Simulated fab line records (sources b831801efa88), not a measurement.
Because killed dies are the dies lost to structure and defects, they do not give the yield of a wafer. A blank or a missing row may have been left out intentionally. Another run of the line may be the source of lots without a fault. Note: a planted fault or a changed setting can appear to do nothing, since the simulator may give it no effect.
Which tool was responsible? + flow sky130 + Sampling: 11 lots, 33 wafers, 6 of 708 route steps

WHAT THE GAUGES SHOWED, per wafer
SKY_CONTACT_THK_MEAS_03.
| lot  | measured     | on            | CONTACT_HDPCVD_THK (nm) |
|------|--------------|---------------|-------------------------|
| L710 | day 32 04:59 | film-metro-02 | 685 682 688             |
| L709 | day 32 05:59 | film-metro-04 | 688 681 687             |
| L716 | day 34 12:11 | film-metro-04 | 567 555 568             |
| L718 | day 35 06:43 | film-metro-04 | 561 568 564             |
| L719 | day 35 20:53 | film-metro-02 | 577 569 568             |
| L721 | day 36 12:40 | film-metro-04 | 559 571 572             |
| L720 | day 36 14:26 | film-metro-03 | 560 560 562             |
| L722 | day 36 15:11 | film-metro-02 | 581 583 578             |
| L724 | day 36 22:09 | film-metro-02 | 572 580 565             |
| L725 | day 37 12:40 | film-metro-02 | 559 559 563             |
| L727 | day 37 20:15 | film-metro-02 | 575 564 564             |

SKY_CONTACT_CD_MEAS_14 targets a cd of 170 nm.
| lot  | measured     | on        | cd-nm (nm)        |
|------|--------------|-----------|-------------------|
| L710 | day 33 08:15 | cd-sem-01 | 169.1 169.0 168.1 |
| L709 | day 33 09:42 | cd-sem-02 | 171.3 169.4 171.9 |
| L716 | day 35 15:09 | cd-sem-02 | 169.3 170.3 169.5 |
| L718 | day 36 09:53 | cd-sem-02 | 172.1 170.3 172.3 |
| L719 | day 36 23:34 | cd-sem-01 | 168.7 168.1 168.5 |
| L721 | day 37 14:54 | cd-sem-01 | 167.0 164.7 164.5 |
| L720 | day 37 17:10 | cd-sem-01 | 170.5 169.4 170.1 |
| L722 | day 37 17:56 | cd-sem-02 | 171.1 171.3 170.8 |
| L724 | day 37 23:47 | cd-sem-02 | 171.8 171.1 169.6 |
| L725 | day 38 15:00 | cd-sem-02 | 171.1 171.3 170.3 |
| L727 | day 38 22:00 | cd-sem-02 | 169.3 168.6 169.0 |

WHAT TOOL EACH LOT RAN ON (gives the tool, then ch and the chambers of the sampled wafers, and finally the start)
| lot  | SKY_LI_CONTACT_SPUTTER_19    | SKY_LOCAL_INTERCONNECT_ETCH_13    | SKY_CONTACT_HDPCVD_02            | SKY_CONTACT_CMP_04            |
|------|------------------------------|-----------------------------------|----------------------------------|-------------------------------|
| L710 | pvd-sputter-02, day 30 22:58 | rie-metal-03 ch 0, day 32 04:06   | hdpcvd-02 ch 1,2, day 32 04:55   | cmp-02 ch 0,3, day 32 05:03   |
| L709 | pvd-sputter-03, day 31 00:24 | rie-metal-04 ch 0,1, day 32 05:06 | hdpcvd-02 ch 1,2, day 32 05:55   | cmp-02 ch 2,3, day 32 06:03   |
| L716 | pvd-sputter-01, day 33 08:05 | rie-metal-03 ch 0, day 34 11:14   | hdpcvd-01 ch 0,1,2, day 34 12:07 | cmp-02 ch 0,1,2, day 34 12:22 |
| L718 | pvd-sputter-02, day 34 01:42 | rie-metal-04 ch 0,1, day 35 05:50 | hdpcvd-01 ch 0,2, day 35 06:37   | cmp-01 ch 0,2,3, day 35 06:48 |
| L719 | pvd-sputter-02, day 34 16:11 | rie-metal-04 ch 0,1, day 35 19:57 | hdpcvd-02 ch 1,2, day 35 20:48   | cmp-02 ch 2,3, day 35 20:56   |
| L721 | pvd-sputter-02, day 35 08:57 | rie-metal-01 ch 0,1, day 36 11:46 | hdpcvd-01 ch 0,1, day 36 12:36   | cmp-01 ch 0,1,3, day 36 12:44 |
| L720 | pvd-sputter-02, day 35 09:56 | rie-metal-03 ch 0,1, day 36 13:31 | hdpcvd-01 ch 0,2, day 36 14:21   | cmp-02 ch 1,2,3, day 36 14:32 |
| L722 | pvd-sputter-01, day 35 11:11 | rie-metal-04 ch 0,1, day 36 14:16 | hdpcvd-02 ch 0,1,2, day 36 15:07 | cmp-01 ch 0,2,3, day 36 15:34 |
| L724 | pvd-sputter-01, day 35 18:07 | rie-metal-04 ch 0,1, day 36 21:14 | hdpcvd-02 ch 0,1, day 36 22:04   | cmp-02 ch 1,3, day 36 22:14   |
| L725 | pvd-sputter-01, day 36 08:58 | rie-metal-04 ch 0,1, day 37 11:46 | hdpcvd-01 ch 0,2, day 37 12:36   | cmp-02 ch 0,3, day 37 12:47   |
| L727 | pvd-sputter-02, day 36 15:47 | rie-metal-04 ch 0,1, day 37 19:21 | hdpcvd-01 ch 1,2, day 37 20:11   | cmp-01 ch 0,1,2, day 37 20:22 |
- SKY_LI_CONTACT_SPUTTER_19: material Ti, target thk 20 nm, time 106.37 s.
- SKY_LOCAL_INTERCONNECT_ETCH_13: etches BARC in N2/H2, stops on SiO2, time 45.9 s, target depth 60 nm.
- SKY_CONTACT_HDPCVD_02: deposits SiO2, target thk 565 nm, time 94.2 s.
- SKY_CONTACT_CMP_04: polishes SiO2.

WHAT THE TOOLS THEMSELVES READ (means of the sampled wafers that have a number; where no wafer has one, the mark that the record gives instead)
SKY_LI_CONTACT_SPUTTER_19.
| lot  | tool           | throttle-valve-pct (%) |
|------|----------------|------------------------|
| L710 | pvd-sputter-02 | 30.2                   |
| L709 | pvd-sputter-03 | 30.7                   |
| L716 | pvd-sputter-01 | 30.3                   |
| L718 | pvd-sputter-02 | 30.7                   |
| L719 | pvd-sputter-02 | 30.5                   |
| L721 | pvd-sputter-02 | 30.4                   |
| L720 | pvd-sputter-02 | 30.3                   |
| L722 | pvd-sputter-01 | 30.9                   |
| L724 | pvd-sputter-01 | 30.7                   |
| L725 | pvd-sputter-01 | 30.0                   |
| L727 | pvd-sputter-02 | 30.2                   |

SKY_LOCAL_INTERCONNECT_ETCH_13.
| lot  | tool         | drypump-motor-current-A (A) | oes-product-au (a.u.) | throttle-valve-pct (%) |
|------|--------------|-----------------------------|-----------------------|------------------------|
| L710 | rie-metal-03 | 5.8                         | 0.852                 | 13.223                 |
| L709 | rie-metal-04 | 5.4                         | 0.854                 | 13.228                 |
| L716 | rie-metal-03 | 5.8                         | 0.856                 | 13.223                 |
| L718 | rie-metal-04 | 5.8                         | 0.852                 | 13.220                 |
| L719 | rie-metal-04 | 5.8                         | 0.855                 | 13.230                 |
| L721 | rie-metal-01 | 5.5                         | 0.857                 | 13.216                 |
| L720 | rie-metal-03 | 5.6                         | 0.857                 | 13.226                 |
| L722 | rie-metal-04 | 5.9                         | 0.861                 | 13.217                 |
| L724 | rie-metal-04 | 5.8                         | 0.856                 | 13.226                 |
| L725 | rie-metal-04 | 5.4                         | 0.855                 | 13.220                 |
| L727 | rie-metal-04 | 5.4                         | 0.853                 | 13.225                 |

SKY_CONTACT_HDPCVD_02.
| lot  | tool      | sih4-flow-sccm (sccm) |
|------|-----------|-----------------------|
| L710 | hdpcvd-02 | 71.80                 |
| L709 | hdpcvd-02 | 72.04                 |
| L716 | hdpcvd-01 | 59.95                 |
| L718 | hdpcvd-01 | 59.85                 |
| L719 | hdpcvd-02 | 60.05                 |
| L721 | hdpcvd-01 | 60.17                 |
| L720 | hdpcvd-01 | 60.05                 |
| L722 | hdpcvd-02 | 59.94                 |
| L724 | hdpcvd-02 | 60.03                 |
| L725 | hdpcvd-01 | 59.97                 |
| L727 | hdpcvd-01 | 60.02                 |

SKY_CONTACT_CMP_04.
| lot  | tool   | motor-current-A (A) | slurry-flow-ml-min | time-to-endpoint-s (s) |
|------|--------|---------------------|--------------------|------------------------|
| L710 | cmp-02 | 12.4                | 150.5              | 126                    |
| L709 | cmp-02 | 12.2                | 150.0              | 122                    |
| L716 | cmp-02 | 12.6                | 150.0              | 82                     |
| L718 | cmp-01 | 11.7                | 149.9              | 86                     |
| L719 | cmp-02 | 12.6                | 150.8              | 86                     |
| L721 | cmp-01 | 11.8                | 149.9              | 85                     |
| L720 | cmp-02 | 12.4                | 150.1              | 83                     |
| L722 | cmp-01 | 12.0                | 149.8              | 91                     |
| L724 | cmp-02 | 12.4                | 149.8              | 92                     |
| L725 | cmp-02 | 12.5                | 149.7              | 84                     |
| L727 | cmp-01 | 11.4                | 150.1              | 84                     |

THE ANSWER, worked out from the rows above alone
Rule: usual is defined by the lots themselves. Put in order of their means at a reading, lots are off if they are a third of the lots or fewer, leave a main group of 4 or more, and stand apart from it by a gap of 3 or more times the standard deviation of the main group's means; of several such gaps the widest counts. A main group whose means are all the same, to the digits that the tables above print for the reading, isn't used. Also off: a lot with no number at a reading for which 4 or more lots have one. Where the step has rows for the other lots, those lots are counted as sound. After the gauges, taken in route order, come the tools' own readings; for these a lot's mean is taken, as printed above. At the first step where some lot is off, the reading lying furthest off is the one used; lots without a number count as furthest.
Off: L710, L709, seen at SKY_CONTACT_THK_MEAS_03 (CONTACT_HDPCVD_THK). For the main group the mean is 568 nm and the standard deviation 6.1.
If a tool, at a process step before that reading, ran all the lots that are off and no sound lot after the first of them, it fits. The gauges at SKY_CONTACT_THK_MEAS_03 aren't tried: what is off there is off at SKY_CONTACT_HDPCVD_02 too, on other tools, and a gauge's error can't cause that. None of those tried fits.

WHAT HAD BEEN PUT IN BY THE SIMULATOR
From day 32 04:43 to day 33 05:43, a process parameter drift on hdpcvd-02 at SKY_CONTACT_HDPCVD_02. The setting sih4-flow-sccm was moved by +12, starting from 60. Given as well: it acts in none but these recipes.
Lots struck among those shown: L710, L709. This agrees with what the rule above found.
